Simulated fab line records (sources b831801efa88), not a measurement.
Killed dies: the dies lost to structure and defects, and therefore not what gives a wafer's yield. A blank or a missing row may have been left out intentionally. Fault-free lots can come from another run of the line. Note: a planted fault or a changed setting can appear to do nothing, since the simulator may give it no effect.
Which tool was responsible? -- flow sky130 -- 6 lots, 18 wafers sampled, at 2 steps of a route of 708

== WHAT THE GAUGES SHOWED, per wafer ==
SKY_NWELL_THK_MEAS_02.
lot,measured,on,NWELL_OXIDATION_THK (nm)
L782,day 2 17:39,film_metro-04,10.07 9.93 10.09
L785,day 3 10:45,film_metro-03,10.25 10.35 10.26
L788,day 4 16:59,film_metro-03,9.87 9.87 9.92
L790,day 4 22:46,film_metro-03,9.76 9.84 9.86
L800,day 6 15:26,film_metro-04,10.05 10.21 10.15
L802,day 7 04:46,film_metro-03,10.23 9.91 10.03

== WHAT TOOL EACH LOT RAN ON (gives the tool, then ch and the chambers of the sampled wafers, and finally the start) ==
lot,SKY_FIELD_ISO_ETCH_15
L782,"rie_diel-04 ch 2,3, day 2 09:05"
L785,"rie_diel-04 ch 1,3, day 3 02:55"
L788,"rie_diel-02 ch 1,2, day 3 19:14"
L790,"rie_diel-02 ch 0,1,3, day 4 05:56"
L800,"rie_diel-04 ch 1,2, day 6 07:17"
L802,"rie_diel-03 ch 2,3, day 6 18:41"
- SKY_FIELD_ISO_ETCH_15: etches the open film in CHF3/O2, stops on Si, target depth 180 nm, time 72 s.

== THE ANSWER, worked out from the rows above alone ==
Rule: what is usual is taken from the lots themselves. Put in order of their means at a reading, lots are off if they are a third of the lots or fewer, leave a main group of 4 or more, and stand apart from it by a gap of 3 or more times the standard deviation of the main group's means; of several such gaps the widest counts. A main group is skipped when, at the precision printed for the reading in the tables above, its means are all equal. Also off: a lot with no number at a reading for which 4 or more lots have one. Where the step has rows for the other lots, those lots are counted as sound.
Across all readings shown, no lot is off: no conclusion can be drawn from this.

== WHAT THE SIMULATOR PUT IN ==
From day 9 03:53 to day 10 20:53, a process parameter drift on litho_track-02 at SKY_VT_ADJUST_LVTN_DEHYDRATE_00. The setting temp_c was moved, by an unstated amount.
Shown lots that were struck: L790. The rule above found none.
